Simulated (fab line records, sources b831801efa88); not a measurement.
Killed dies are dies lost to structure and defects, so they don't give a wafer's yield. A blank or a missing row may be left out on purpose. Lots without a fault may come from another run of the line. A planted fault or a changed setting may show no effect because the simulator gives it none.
fab line records | flow sky130
record lots=4 wafers=12 last_day=49
route steps=708 shown VIA1@462 METAL2@483 PAD_OPEN@708
lots that met no fault: from a run of the same line without faults
start_h: hours from the record's first day to the start of the lot's first wafer shown | wait_h: hours since the lot's step before | " the same as in the row above | L1.1+2: a row that stands for several wafers | - no value, or no start given | * or withheld: withheld | < > ~ a bound
route shown NAME@n: a module of which the file shows steps, and the number in the route of the first | usual: mean/standard deviation of fault-free wafers | same: alike in all rows | chamber/n: place in a boat | sites: the reading at each site | _std_site: their standard deviation | _edge_site: outer sites' mean less inner sites' | radius_mm: how far each site lies from the wafer's centre | mask NAME#n: copy n | behind: the tool/chamber that last shaped the wafer | hold: why the lot was held/for how many hours/how that ended | device: the transistor (n, p or np) that didn't switch | end of line: the same wafers' tests at the end of the route | a step without rows: its recipe alone | killed: dies lost to structure and defects at the first sort, not the wafer's yield | map: a wafer's dies, x killed, . not, _ none there
set.NAME: the setting as run; set.NAME@STEP: as run at that earlier step | model.NAME: the simulator's own value behind a step, which no gauge read
lots at some steps of the route; a table a step, a row a wafer
services: from which hour (start_h, from the record's first day; less than 0 if before it) a tool's chamber was out of use, for how many hours, and why
## steps
# step SKY_VIA1_DEHYDRATE_04
# recipe temp_c=200 time_s=60
# step SKY_VIA1_HMDS_05
# recipe prime_time_s=60 prime_temp_c=120
# step SKY_VIA1_COAT_06
# recipe resist=BARC temp_c=withheld time_s=withheld spin_rpm=3000 resist_thk_nm=60
# step SKY_VIA1_COAT_07
# recipe resist=KrF-thick spin_rpm=3000 resist_thk_nm=450
# step SKY_VIA1_SOFTBAKE_08
# recipe temp_c=100 time_s=90 resist=KrF-thick
# step SKY_VIA1_EXPOSE_09
# recipe mask_id=VIM na=0.8 source_shape=annular sigma_inner=0.55 sigma_outer=0.85 target_cd_nm=150 dose_mj=38
# step SKY_VIA1_PEB_10
# recipe peb_temp_c=withheld peb_time_s=withheld resist=KrF-thick
# step SKY_VIA1_DEVELOP_11
# recipe develop_time_s=60 resist=KrF-thick dev_temp_c=21
# step SKY_VIA1_ETCH_14
# recipe chemistry=N2/H2 target=BARC ion_energy_ev=200 source_w=500 bias_w=100 pressure_mtorr=30 n2_flow_sccm=100 h2_flow_sccm=200 stop_on=SiO2 time_s=45.9 target_depth_a=600
# step SKY_VIA1_ETCH_15
# recipe target=SiO2 chemistry=C4F8/O2/Ar target_depth_nm=351 stop_on=TiN mask_material=KrF-thick source_w=1500 bias_w=1200 pressure_mtorr=40 c4f8_flow_sccm=withheld O2_flow_sccm=6 Ar_flow_sccm=300 time_s=54
# usual oes_product_au=0.981/0.0067
# columns lot.wafer tool chamber start_h wait_h oes_product_au rf_hours_counter_h
L896.3 rie_diel-01 0 834.07 0.0 0.982 21
L896.4 " 0 " " 0.985 -
L896.5 " 3 " " 0.971 -
L899.1 rie_diel-03 3 869.07 0.0 0.995 9
L899.2 " 0 " " 0.984 12
L899.5 " 0 " " 0.985 -
L904.1 rie_diel-01 2 893.02 0.0 0.982 17
L904.3 " 0 " " 0.976 23
L904.5 " 0 " " 0.985 -
L906.1 rie_diel-01 2 917.83 0.0 0.985 17
L906.4 " 0 " " 0.990 24
L906.6 " 1 " " 0.963 -
# step SKY_VIA1_STRIP_16
# recipe chemistry=O2/N2 power_w=1400 pressure_mtorr=1500 platen_temp_c=withheld o2_flow_sccm=3000 n2_flow_sccm=300 overash_fraction=0.5
# step SKY_VIA1_STRIP_17
# recipe chemistry=post_etch_residue_remover time_s=1200 temp_c=72.5
# step SKY_VIA1_CLEAN_18
# recipe chemistry=IPA time_s=180 temp_c=25
# step SKY_VIA1_CLEAN_19
# recipe chemistry=O3/DIW dry=n2_spin
# step SKY_VIA1_SPUTTER_20
# recipe material=TiN target_thk_nm=20 chamber_pressure_pa=5 power_w=4000 time_s=80
# step SKY_VIA1_CVD_21
# recipe material=W target_thk_nm=270 time_s=80.902 temp_c=400 pressure_torr=40
# step SKY_VIA1_CMP_24
# recipe stop_on=SiO2 t_overpolish_s=15 down_force_psi=3.5 platen_rpm=60 target_thk_nm=0 pad_velocity_m_s=0.94248
# step SKY_METAL2_SPUTTER_00
# recipe material=Ti target_thk_nm=15 power_w=3000 time_s=10 chamber_pressure_pa=0.4
# step SKY_METAL2_SPUTTER_01
# recipe material=TiN target_thk_nm=20 power_w=6500 time_s=16.7 chamber_pressure_pa=0.4
# step SKY_METAL2_SPUTTER_02
# recipe material=AlCu target_thk_nm=250 power_w=10600 time_s=13.3 chamber_pressure_pa=0.4
# step SKY_METAL2_SPUTTER_03
# recipe material=Ti target_thk_nm=5 power_w=3000 time_s=3.3 chamber_pressure_pa=0.4
# step SKY_METAL2_SPUTTER_04
# recipe material=TiN target_thk_nm=70 power_w=6500 time_s=58.3 chamber_pressure_pa=0.4
# step SKY_METAL2_DEHYDRATE_07
# recipe temp_c=200 time_s=60
# step SKY_METAL2_HMDS_08
# recipe prime_time_s=60 prime_temp_c=120
# step SKY_METAL2_COAT_09
# recipe resist=BARC temp_c=withheld time_s=withheld spin_rpm=3000 resist_thk_nm=60
# step SKY_METAL2_COAT_10
# recipe resist=KrF-thick spin_rpm=3000 resist_thk_nm=450
# step SKY_METAL2_SOFTBAKE_11
# recipe temp_c=100 time_s=90 resist=KrF-thick
# step SKY_METAL2_EXPOSE_12
# recipe mask_id=MM2 na=0.8 source_shape=annular sigma_inner=0.55 sigma_outer=0.85 target_cd_nm=140 dose_mj=28
# step SKY_METAL2_PEB_13
# recipe peb_temp_c=withheld peb_time_s=withheld resist=KrF-thick
# step SKY_METAL2_DEVELOP_14
# recipe develop_time_s=60 resist=KrF-thick dev_temp_c=21
# step SKY_METAL2_DESCUM_17
# recipe chemistry=O2 source_power_w=150 bias_power_w=0 pressure_mtorr=10 temp_c=40 time_s=8
# step SKY_METAL2_ETCH_18
# recipe chemistry=N2/H2 target=BARC ion_energy_ev=200 bias_w=100 pressure_mtorr=30 n2_flow_sccm=100 h2_flow_sccm=200 icp_w=500 stop_on=SiO2 time_s=45.9 target_depth_a=600
# step SKY_METAL2_METAL_ETCH_19
# recipe target_depth_a=3600 stop_on=SiO2 over_etch_frac=0.3 time_s=78 chemistry=Cl2/BCl3 resist_sidewall_deg=88 pressure_mtorr=10 icp_w=900 bias_w=48.5 Cl2_flow_sccm=60 bcl3_flow_sccm=30
# step SKY_PAD_OPEN_PROBE_99
# usual defect_limited_yield=82.3/2 killed_at_M0_to_M3=45/7.5 killed_at_M4_up=3.2/1.8 killed_at_contacts=24/4.9 killed_at_front_end=15/4.4 killed_dies=87/9.8 killed_open=47/6.4 killed_short=40/6.5 sort_bin_3_pad_short=0.9/0.44 sort_bin_5_function=10.5/1.5 sort_bin_6_memory=6.3/1.2 sort_n_pass=405/9.8 sort_yield_pct=82.3/2
# same gross_dies=492 killed_at_back_side=0 killed_at_other=0 sort_bin_4_leakage[%]=0 sort_bin_8_speed[%]=0
# columns lot.wafer tool chamber start_h wait_h defect_limited_yield[%] killed_at_M0_to_M3 killed_at_M4_up killed_at_contacts killed_at_front_end killed_dies killed_open killed_short sort_bin_3_pad_short[%] sort_bin_5_function[%] sort_bin_6_memory[%] sort_n_pass sort_yield_pct[%] model.etest.tester.sort_n_pass model.etest.tester.sort_yield_pct model.etest.tester.sort_bin_5_pct model.etest.tester.sort_bin_3_pct
L896.3 prober-01 - 1111.38 0.2 80.9 50 6 25 13 94 49 44 0.8 11.4 6.9 398 80.9 398 80.89 11.38 0.813
L896.4 prober-01 - 1111.43 0.2 81.1 51 2 23 17 93 56 37 1.2 11.6 6.1 399 81.1 399 81.1 11.59 1.22
L896.5 prober-01 - 1111.48 0.2 81.5 49 2 20 20 91 49 42 2.2 9.6 6.7 401 81.5 401 81.5 9.553 2.236
L899.1 prober-01 - 1135.51 0.1 84.1 36 6 22 14 78 44 33 0 10.4 5.5 414 84.1 414 84.15 10.37 0
L899.2 prober-01 - 1135.56 0.1 82.5 44 6 26 10 86 50 33 1.0 8.9 7.5 406 82.5 406 82.52 8.943 1.016
L899.5 prober-01 - 1135.71 0.2 81.1 50 3 28 12 93 50 38 1.2 9.6 8.1 399 81.1 399 81.1 9.553 1.22
L904.1 prober-02 - 1153.64 0.1 74.8 88 7 14 15 124 46 42 2.4 15.9 6.9 368 74.8 368 74.8 15.85 2.439
L904.3 prober-02 - 1153.74 0.2 70.7 103 3 16 22 144 46 45 4.1 17.3 7.9 348 70.7 348 70.73 17.28 4.065
L904.5 prober-02 - 1153.84 0.2 71.3 108 1 20 12 141 54 32 2.8 18.1 7.7 351 71.3 351 71.34 18.09 2.846
L906.1 prober-02 - 1171.56 0.1 76.4 78 2 19 17 116 48 28 1.4 16.1 6.1 376 76.4 376 76.42 16.06 1.423
L906.4 prober-02 - 1171.71 0.2 76.0 85 1 17 15 118 39 29 2.4 16.1 5.5 374 76.0 374 76.02 16.06 2.439
L906.6 prober-02 - 1171.81 0.2 73.0 77 1 31 24 133 42 49 3.7 17.7 5.7 359 73.0 359 72.97 17.68 3.659
# killed by level:class
L896.3 VIA1:geometric_particle:open=10 VIA3:geometric_particle:open=9 CONTACT:geometric_particle:open=8 VIA2:geometric_particle:open=7 METAL1:geometric_particle:short=7 CONTACT:geometric_particle:short=6 LI_CONTACT:geometric_particle:open=5 METAL2:geometric_particle:short=5
L896.4 VIA2:geometric_particle:open=13 VIA1:geometric_particle:open=12 VIA3:geometric_particle:open=10 LOCAL_INTERCONNECT:geometric_particle:short=7 CONTACT:geometric_particle:open=6 CONTACT:geometric_particle:short=5 FIELD_ISO:geometric_particle:short=4 FIELD_ISO:geometric_particle:open=4
L896.5 CONTACT:geometric_particle:open=12 VIA1:geometric_particle:open=10 VIA2:geometric_particle:open=9 VIA2:geometric_particle:short=7 METAL2:geometric_particle:short=6 POLY_GATE:geometric_particle:short=5 VIA3:geometric_particle:open=5 FIELD_ISO:geometric_particle:short=4
L899.1 VIA1:geometric_particle:open=8 FIELD_ISO:geometric_particle:short=7 VIA3:geometric_particle:open=7 LI_CONTACT:geometric_particle:open=7 CONTACT:geometric_particle:open=6 VIA2:geometric_particle:open=6 VIA1:geometric_particle:short=5 FIELD_ISO:geometric_particle:open=4
L899.2 VIA1:geometric_particle:open=10 LI_CONTACT:geometric_particle:open=9 VIA2:geometric_particle:open=8 CONTACT:geometric_particle:open=7 METAL2:geometric_particle:short=7 VIA3:geometric_particle:open=7 CONTACT:geometric_particle:short=5 POLY_GATE:geometric_particle:open=4
L899.5 CONTACT:geometric_particle:open=14 VIA1:geometric_particle:open=11 VIA2:geometric_particle:open=8 VIA3:geometric_particle:short=7 LI_CONTACT:geometric_particle:open=5 VIA3:geometric_particle:open=5 LI_CONTACT:geometric_particle:short=4 LOCAL_INTERCONNECT:geometric_particle:short=4
L904.1 VIA1:unspecified=36 VIA1:geometric_particle:open=20 METAL1:geometric_particle:short=7 FIELD_ISO:geometric_particle:short=6 LI_CONTACT:geometric_particle:open=5 CONTACT:geometric_particle:open=4 VIA2:geometric_particle:short=4 VIA3:geometric_particle:open=4
L904.3 VIA1:unspecified=53 VIA1:geometric_particle:open=10 VIA3:geometric_particle:open=8 CONTACT:geometric_particle:open=7 SPACER:geometric_particle:short=6 VIA2:geometric_particle:open=6 METAL1:geometric_particle:short=5 FIELD_ISO:geometric_particle:open=4
L904.5 VIA1:unspecified=55 VIA1:geometric_particle:open=18 CONTACT:geometric_particle:open=9 LI_CONTACT:geometric_particle:open=7 VIA2:geometric_particle:short=7 METAL1:geometric_particle:short=5 POLY_GATE:geometric_particle:short=4 METAL2:geometric_particle:short=4
L906.1 VIA1:unspecified=39 VIA1:geometric_particle:open=11 CONTACT:geometric_particle:open=9 VIA2:geometric_particle:open=9 VIA3:geometric_particle:open=5 FIELD_ISO:geometric_particle:open=4 CONTACT:geometric_particle:short=4 VIA2:geometric_particle:short=4
L906.4 VIA1:unspecified=50 VIA1:geometric_particle:open=7 CONTACT:geometric_particle:open=6 LI_CONTACT:geometric_particle:open=5 METAL1:geometric_particle:short=5 VIA2:geometric_particle:open=5 METAL2:geometric_particle:short=4 VIA3:geometric_particle:open=4
L906.6 VIA1:unspecified=42 CONTACT:geometric_particle:open=13 FIELD_ISO:geometric_particle:short=11 VIA1:geometric_particle:open=8 LI_CONTACT:geometric_particle:open=6 METAL1:geometric_particle:short=6 LOCAL_INTERCONNECT:geometric_particle:short=5 CONTACT:geometric_particle:short=5
# map L904.3 (x killed, . not)
__________x...x....._________
________........x.x..._______
______....x.......x...x._____
_____....xx...x...x......____
____..xx.xx........x......___
___x..xxx.xx...............__
__.xx.xxxxxxx......x.x....x._
_x..xxxxxxxxxx..x...x.x.x....
_..xxxxxxxxxxxx..........xx..
_..xxxxxxxxxx...x...........x
_...xxxxxxxxx..xx.......x.xx.
_.....xxxxx..x.xx...........x
_....xxx.x....x.x.x.....x..x.
_.......x..x......x..x.......
_.....x.....x................
__x.x.x...xx..xx.xxx......x._
___..........x.........x...__
____........x.xx.xx...x...___
_____.....x...x.x.xx..x..____
______................xx_____
________...x.......x.._______
__________..x.x....._________
# map L906.6 (x killed, . not)
__________xxxxxxxxx._________
________..xxxxxxxx.x.._______
______...xxxxxxxxxx....x_____
_____....xx.xxxxxxx......____
____....x.xxxxxxx.......x.___
___.x.....x..xx.xx...x.xx.x__
__..xx......xx.x.....x.x.x.._
_........xxx.x......xx.......
_.x....x......x.xx...........
_x...............x...x......x
_.....xx.x..x......x.x....x.x
_....x.x......x..........x...
_...x...........x.....xxx....
_..x..xx..x..x...x..x..x.....
_...x..............x...x...xx
__....x.........x.x...x.x..._
___....x..............x....__
____x...x........x.....xx.___
_____...........xx...xx..____
______.........x........_____
________x....x......xx_______
__________x......x.._________
## services
# columns tool chamber start_h hours kind
rie_diel-01 2 833.96 5.1 repair
rie_diel-03 1 846.47 28.8 repair
rie_diel-01 1 855.28 - clean
rie_diel-01 1 855.28 15.1 scheduled_down
rie_diel-01 1 855.28 15.1 vent_cycle
## key
first_sign step=SKY_PAD_OPEN_PROBE_99 reading=killed_at_M0_to_M3 direction=up sigmas=6 usual=45 struck=90
effect step=SKY_PAD_OPEN_PROBE_99 reading=sort_bin_3_pad_short direction=up sigmas=4.3 usual=0.9 struck=2.8 wafers_moved=5
model_effect step=SKY_PAD_OPEN_PROBE_99 value=etest.tester.sort_n_pass without=401.3 struck=362.7
met_at SKY_VIA1_ETCH_15
struck_wafers L904.1,L904.3,L904.5,L906.1,L906.4,L906.6
onset_between 834.07 893.02
also_fits time
fault kind=chamber_particle_source tool=rie_diel-01 chamber=- onset_h=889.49 steps=SKY_VIA1_ETCH_15 rate_per_visit_cm2=0.75547 end_h=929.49
